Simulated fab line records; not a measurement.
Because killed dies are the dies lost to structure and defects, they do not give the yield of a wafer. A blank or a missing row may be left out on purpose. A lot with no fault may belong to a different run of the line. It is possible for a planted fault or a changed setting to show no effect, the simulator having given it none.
Chamber matching	flow sky130	rie-diel-01 running SKY_POLY_CUT_ETCH_10: 4 sister chambers
The step etches BARC in N2/H2, stops on SiO2, time 45.9 s, target depth 60 nm. 8 wafers are shown with their chamber, then 9 later ones without.

== WAFERS, EACH WITH ITS CHAMBER ==
wafer	chamber	drypump-motor-current-A (A)	oes-product-au (a.u.)
L077.1	3	5.8	0.860
L080.5	0	5.8	0.859
L080.6	3	5.9	0.847
L082.1	0	5.8	0.857
L082.6	2	5.1	0.853
L088.2	1	5.5	0.850
L088.5	2	5.1	0.848
L088.6	1	5.5	0.850

== WAFERS MISSING THEIR CHAMBER ==
wafer	drypump-motor-current-A (A)	oes-product-au (a.u.)
L089.2	5.5	0.855
L089.4	5.9	0.846
L089.6	5.2	0.849
L093.1	5.8	0.856
L093.3	5.1	0.855
L093.4	5.8	0.843
L096.1	5.5	0.859
L096.2	5.8	0.850
L096.3	5.9	0.850

== CHAMBER TAKEN BY EACH ==
wafer	from the rows above	in truth
L089.2	1	1
L089.4	can't be placed: 3 or 0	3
L089.6	2	2
L093.1	can't be placed: 0 or 3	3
L093.3	2	2
L093.4	can't be placed: 3 or 0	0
L096.1	1	1
L096.2	can't be placed: 3 or 0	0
L096.3	can't be placed: 3 or 0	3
Correct placement for 4 of the 9. Can't be placed from these rows: 5 (the true chamber is among the candidates in 5). Number placed wrongly: 0.
How it was worked out, from the rows above alone: a wafer's distance from a chamber is the root of the sum, over the readings, of the square of ((its reading less the chamber's mean) divided by the reading's scatter). If the next closest chamber is less than 2 further off than the closest, the wafer can't be placed; otherwise it belongs to the closest. A chamber's mean is the mean of its shown wafers. The scatter: the root of (the sum of the squares of (reading less its chamber's mean) over the shown wafers, divided by (wafers less chambers)).
